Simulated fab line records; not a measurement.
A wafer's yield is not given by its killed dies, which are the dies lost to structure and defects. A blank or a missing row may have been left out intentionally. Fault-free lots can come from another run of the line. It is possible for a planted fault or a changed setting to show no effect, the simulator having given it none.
Which tool is to blame? / flow gf180mcu / Sampling: 13 lots, 37 wafers, 6 of 602 route steps

## WHAT THE GAUGES SHOWED, per wafer
GF_MVSD_TW_MEAS_11. Usual: MVSD_TW 1581, standard deviation 8.1.
lot=L747; measured=day 4 15:33; on=film-metro-01; MVSD_TW=1592 1580 1579; flag=
lot=L748; measured=day 5 00:01; on=film-metro-04; MVSD_TW=1586 1584 1570; flag=
lot=L749; measured=day 5 04:25; on=film-metro-04; MVSD_TW=1576 1578 1579; flag=
lot=L751; measured=day 5 15:06; on=film-metro-01; MVSD_TW=1592 1593 1586; flag=
lot=L754; measured=day 6 10:19; on=film-metro-01; MVSD_TW=1587 1582 1584; flag=
lot=L755; measured=day 6 17:53; on=film-metro-04; MVSD_TW=1593 1593 1586; flag=
lot=L756; measured=day 7 02:53; on=film-metro-04; MVSD_TW=1719 1583; flag=OFF
lot=L758; measured=day 7 09:37; on=film-metro-04; MVSD_TW=1591 1580 1583; flag=
lot=L763; measured=day 8 13:22; on=film-metro-03; MVSD_TW=1725 1726; flag=OFF
lot=L764; measured=day 8 20:19; on=film-metro-04; MVSD_TW=1574 1728 1577; flag=OFF
lot=L765; measured=day 9 01:25; on=film-metro-01; MVSD_TW=1583 1577 1567; flag=
lot=L767; measured=day 9 10:57; on=film-metro-04; MVSD_TW=1568 1568 1566; flag=
lot=L769; measured=day 10 02:01; on=film-metro-04; MVSD_TW=1581 1583 1570; flag=

GF_VT_IMPLANT_RS_MEAS_46: measurement is done with a four-point probe. Usual: MVSD_RS 456.9 ohm/sq, standard deviation 1.
lot=L747; measured=day 7 19:38; on=film-metro-01; MVSD_RS (ohm/sq)=457.7 456.9 456.6; flag=
lot=L748; measured=day 8 04:20; on=film-metro-04; MVSD_RS (ohm/sq)=456.2 457.1 456.5; flag=
lot=L749; measured=day 8 10:39; on=film-metro-03; MVSD_RS (ohm/sq)=455.7 457.9 456.4; flag=
lot=L751; measured=day 8 22:26; on=film-metro-04; MVSD_RS (ohm/sq)=457.9 456.0 456.6; flag=
lot=L754; measured=day 9 22:08; on=film-metro-04; MVSD_RS (ohm/sq)=457.0 456.6 456.3; flag=
lot=L755; measured=day 10 05:07; on=film-metro-01; MVSD_RS (ohm/sq)=457.0 456.6 457.1; flag=
lot=L756; measured=day 10 15:59; on=film-metro-03; MVSD_RS (ohm/sq)=394.7 457.1; flag=OFF
lot=L758; measured=day 10 23:50; on=film-metro-04; MVSD_RS (ohm/sq)=457.5 455.8 457.5; flag=
lot=L763; measured=day 12 08:55; on=film-metro-01; MVSD_RS (ohm/sq)=393.9 394.9; flag=OFF
lot=L764; measured=day 12 16:55; on=film-metro-04; MVSD_RS (ohm/sq)=455.2 392.7 457.6; flag=OFF
lot=L765; measured=day 12 22:37; on=film-metro-01; MVSD_RS (ohm/sq)=456.5 458.0 458.4; flag=
lot=L767; measured=day 13 08:43; on=film-metro-03; MVSD_RS (ohm/sq)=456.4 457.7 456.3; flag=
lot=L769; measured=day 14 03:02; on=film-metro-03; MVSD_RS (ohm/sq)=459.1 458.6 458.2; flag=

GF_V2_BOW_MEAS_05. Usual: V2_BOW 101 um, standard deviation 8.4.
lot=L747; measured=day 19 15:19; on=film-metro-04; V2_BOW (um)=89 102 95; flag=
lot=L748; measured=day 19 22:26; on=film-metro-04; V2_BOW (um)=106 87 94; flag=
lot=L749; measured=day 20 11:52; on=film-metro-03; V2_BOW (um)=97 105 98; flag=
lot=L751; measured=day 21 05:53; on=film-metro-01; V2_BOW (um)=109 124 108; flag=
lot=L754; measured=day 22 08:10; on=film-metro-03; V2_BOW (um)=112 104 109; flag=
lot=L755; measured=day 22 22:00; on=film-metro-01; V2_BOW (um)=94 96 98; flag=
lot=L756; measured=day 23 08:04; on=film-metro-01; V2_BOW (um)=86 91; flag=
lot=L758; measured=day 23 21:55; on=film-metro-01; V2_BOW (um)=106 99 99; flag=
lot=L763; measured=day 25 09:07; on=film-metro-04; V2_BOW (um)=81 87; flag=
lot=L764; measured=day 25 17:45; on=film-metro-04; V2_BOW (um)=100 108 98; flag=
lot=L765; measured=day 25 23:05; on=film-metro-03; V2_BOW (um)=96 92 93; flag=
lot=L767; measured=day 26 13:54; on=film-metro-03; V2_BOW (um)=105 109 103; flag=
lot=L769; measured=day 27 06:59; on=film-metro-03; V2_BOW (um)=100 102 118; flag=

GF_V4_RS_MEAS_24: measurement is done with a four-point probe. Usual: V4_W_RS 0.328 ohm/sq, standard deviation 0.0033.
lot=L747; measured=day 24 20:38; on=film-metro-04; V4_W_RS (ohm/sq)=0.330 0.335 0.329; flag=
lot=L748; measured=day 25 02:07; on=film-metro-03; V4_W_RS (ohm/sq)=0.331 0.329 0.328; flag=
lot=L749; measured=day 25 14:08; on=film-metro-03; V4_W_RS (ohm/sq)=0.330 0.326 0.327; flag=
lot=L751; measured=day 26 06:33; on=film-metro-01; V4_W_RS (ohm/sq)=0.325 0.328 0.327; flag=
lot=L754; measured=day 27 05:02; on=film-metro-03; V4_W_RS (ohm/sq)=0.328 0.324 0.323; flag=
lot=L755; measured=day 27 19:01; on=film-metro-03; V4_W_RS (ohm/sq)=0.329 0.327 0.330; flag=
lot=L756; measured=day 28 01:51; on=film-metro-01; V4_W_RS (ohm/sq)=0.326 0.331; flag=
lot=L758; measured=day 28 13:07; on=film-metro-01; V4_W_RS (ohm/sq)=0.325 0.328 0.328; flag=
lot=L763; measured=day 29 21:44; on=film-metro-03; V4_W_RS (ohm/sq)=0.327 0.326; flag=
lot=L764; measured=day 30 03:35; on=film-metro-04; V4_W_RS (ohm/sq)=0.328 0.323 0.325; flag=
lot=L765; measured=day 30 09:56; on=film-metro-01; V4_W_RS (ohm/sq)=0.322 0.330 0.323; flag=
lot=L767; measured=day 31 01:53; on=film-metro-03; V4_W_RS (ohm/sq)=0.332 0.329 0.335; flag=
lot=L769; measured=day 31 13:17; on=film-metro-01; V4_W_RS (ohm/sq)=0.326 0.330 0.327; flag=

## TOOL THAT RAN EACH LOT (tool first, then ch and the chambers of the sampled wafers, then the start)
lot=L747; GF_MVSD_IMPLANT_08=implanter-02 ch 0, day 4 15:09; GF_M3_SPUTTER_03=pvd-sputter-03, day 20 17:29
lot=L748; GF_MVSD_IMPLANT_08=implanter-02 ch 0, day 4 23:38; GF_M3_SPUTTER_03=pvd-sputter-01, day 21 00:46
lot=L749; GF_MVSD_IMPLANT_08=implanter-01 ch 0, day 5 04:03; GF_M3_SPUTTER_03=pvd-sputter-01, day 21 13:53
lot=L751; GF_MVSD_IMPLANT_08=implanter-01 ch 0, day 5 14:42; GF_M3_SPUTTER_03=pvd-sputter-03, day 22 07:26
lot=L754; GF_MVSD_IMPLANT_08=implanter-02 ch 0, day 6 09:56; GF_M3_SPUTTER_03=pvd-sputter-01, day 23 09:00
lot=L755; GF_MVSD_IMPLANT_08=implanter-02 ch 0, day 6 17:28; GF_M3_SPUTTER_03=pvd-sputter-03, day 23 22:54
lot=L756; GF_MVSD_IMPLANT_08=implanter-02 ch 0, day 7 02:32; GF_M3_SPUTTER_03=pvd-sputter-03, day 24 08:13
lot=L758; GF_MVSD_IMPLANT_08=implanter-01 ch 0, day 7 09:14; GF_M3_SPUTTER_03=pvd-sputter-01, day 24 22:13
lot=L763; GF_MVSD_IMPLANT_08=implanter-02 ch 0, day 8 13:00; GF_M3_SPUTTER_03=pvd-sputter-01, day 26 08:22
lot=L764; GF_MVSD_IMPLANT_08=implanter-02 ch 0, day 8 19:55; GF_M3_SPUTTER_03=pvd-sputter-03, day 26 16:04
lot=L765; GF_MVSD_IMPLANT_08=implanter-03 ch 0, day 9 01:01; GF_M3_SPUTTER_03=pvd-sputter-04, day 26 22:16
lot=L767; GF_MVSD_IMPLANT_08=implanter-01 ch 0, day 9 10:33; GF_M3_SPUTTER_03=pvd-sputter-01, day 27 12:02
lot=L769; GF_MVSD_IMPLANT_08=implanter-03 ch 0, day 10 01:37; GF_M3_SPUTTER_03=pvd-sputter-03, day 28 04:59
- GF_MVSD_IMPLANT_08
- GF_M3_SPUTTER_03: material Ti, target thk 10 nm, time 6.7 s.

## WHAT THE TOOLS THEMSELVES READ (means of the sampled wafers that have a number; where no wafer has one, the mark that the record gives instead)
GF_MVSD_IMPLANT_08. Usual: beam-on-s 10.00 s, standard deviation 0.2; faraday-current-uA 90.2, standard deviation 1.7; tilt-deg -0.002 degrees, standard deviation 0.021.
lot=L747; tool=implanter-02; beam-on-s (s)=10.12; faraday-current-uA=89.3; tilt-deg (degrees)=-0.005; flag=
lot=L748; tool=implanter-02; beam-on-s (s)=9.97; faraday-current-uA=90.3; tilt-deg (degrees)=-0.014; flag=
lot=L749; tool=implanter-01; beam-on-s (s)=9.96; faraday-current-uA=90.5; tilt-deg (degrees)=-0.010; flag=
lot=L751; tool=implanter-01; beam-on-s (s)=9.95; faraday-current-uA=90.8; tilt-deg (degrees)=0.008; flag=
lot=L754; tool=implanter-02; beam-on-s (s)=9.93; faraday-current-uA=90.9; tilt-deg (degrees)=0.010; flag=
lot=L755; tool=implanter-02; beam-on-s (s)=10.07; faraday-current-uA=89.6; tilt-deg (degrees)=0.009; flag=
lot=L756; tool=implanter-02; beam-on-s (s)=11.86; faraday-current-uA=77.8; tilt-deg (degrees)=-0.004; flag=OFF
lot=L758; tool=implanter-01; beam-on-s (s)=10.02; faraday-current-uA=90.0; tilt-deg (degrees)=-0.027; flag=
lot=L763; tool=implanter-02; beam-on-s (s)=13.62; faraday-current-uA=66.4; tilt-deg (degrees)=0.001; flag=OFF
lot=L764; tool=implanter-02; beam-on-s (s)=10.75; faraday-current-uA=85.1; tilt-deg (degrees)=-0.028; flag=OFF
lot=L765; tool=implanter-03; beam-on-s (s)=10.23; faraday-current-uA=88.4; tilt-deg (degrees)=0.017; flag=
lot=L767; tool=implanter-01; beam-on-s (s)=10.09; faraday-current-uA=89.3; tilt-deg (degrees)=-0.042; flag=
lot=L769; tool=implanter-03; beam-on-s (s)=9.93; faraday-current-uA=90.7; tilt-deg (degrees)=0.012; flag=

GF_M3_SPUTTER_03. Usual: substrate-temp-c 300.02 C, standard deviation 0.18; throttle-valve-pct 30.1 %, standard deviation 0.78.
lot=L747; tool=pvd-sputter-03; substrate-temp-c (C)=300.26; throttle-valve-pct (%)=28.8; flag=
lot=L748; tool=pvd-sputter-01; substrate-temp-c (C)=299.96; throttle-valve-pct (%)=30.5; flag=
lot=L749; tool=pvd-sputter-01; substrate-temp-c (C)=300.02; throttle-valve-pct (%)=30.4; flag=
lot=L751; tool=pvd-sputter-03; substrate-temp-c (C)=299.86; throttle-valve-pct (%)=29.7; flag=
lot=L754; tool=pvd-sputter-01; substrate-temp-c (C)=299.95; throttle-valve-pct (%)=30.8; flag=
lot=L755; tool=pvd-sputter-03; substrate-temp-c (C)=299.92; throttle-valve-pct (%)=30.4; flag=
lot=L756; tool=pvd-sputter-03; substrate-temp-c (C)=299.94; throttle-valve-pct (%)=29.4; flag=
lot=L758; tool=pvd-sputter-01; substrate-temp-c (C)=300.09; throttle-valve-pct (%)=30.3; flag=
lot=L763; tool=pvd-sputter-01; substrate-temp-c (C)=300.19; throttle-valve-pct (%)=30.4; flag=
lot=L764; tool=pvd-sputter-03; substrate-temp-c (C)=300.00; throttle-valve-pct (%)=30.2; flag=
lot=L765; tool=pvd-sputter-04; substrate-temp-c (C)=299.98; throttle-valve-pct (%)=30.1; flag=
lot=L767; tool=pvd-sputter-01; substrate-temp-c (C)=300.08; throttle-valve-pct (%)=30.6; flag=
lot=L769; tool=pvd-sputter-03; substrate-temp-c (C)=300.30; throttle-valve-pct (%)=29.6; flag=

## THE ANSWER, worked out from the rows above alone
Rule: a lot counts as off when the mean over its wafers that have a number is more than 3 standard deviations away from the usual mean. Also off: a lot with no number at a reading for which 4 or more lots have one. Any other lot the step has rows for is counted as sound. The gauges are gone through in route order, then the tools' own readings, and for those a lot's mean is taken as printed above. The first step at which some lot is off is used, and at that step the reading that is off furthest; a lot without a number counts as furthest.
Off: at GF_MVSD_TW_MEAS_11 (MVSD_TW), L756, L763, L764.
A tool fits if, at a process step before that reading, it ran every lot that is off, and no sound lot after the first of them. Not tried: the gauges at GF_MVSD_TW_MEAS_11; whatever is off there is also off at GF_MVSD_IMPLANT_08, on other tools, and gauge error can't account for it. One fits: implanter-02 at GF_MVSD_IMPLANT_08. A fault onset in the window from L755 (day 6 17:28, its last sound lot) to L756 (day 7 02:32, its first lot off) fits.
The tool's own readings at GF_MVSD_IMPLANT_08 bear it out: on the lots that are off they differ by more than 5 times the standard deviation of the sound lots' means. beam-on-s reads 12.08 s there against 10.03 s on the sound lots; faraday-current-uA reads 76.4 there against 90.0 on the sound lots.

## WHAT HAD BEEN PUT IN BY THE SIMULATOR
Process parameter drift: implanter-02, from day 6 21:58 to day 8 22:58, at GF_MVSD_IMPLANT_08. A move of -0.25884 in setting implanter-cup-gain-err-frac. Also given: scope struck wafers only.
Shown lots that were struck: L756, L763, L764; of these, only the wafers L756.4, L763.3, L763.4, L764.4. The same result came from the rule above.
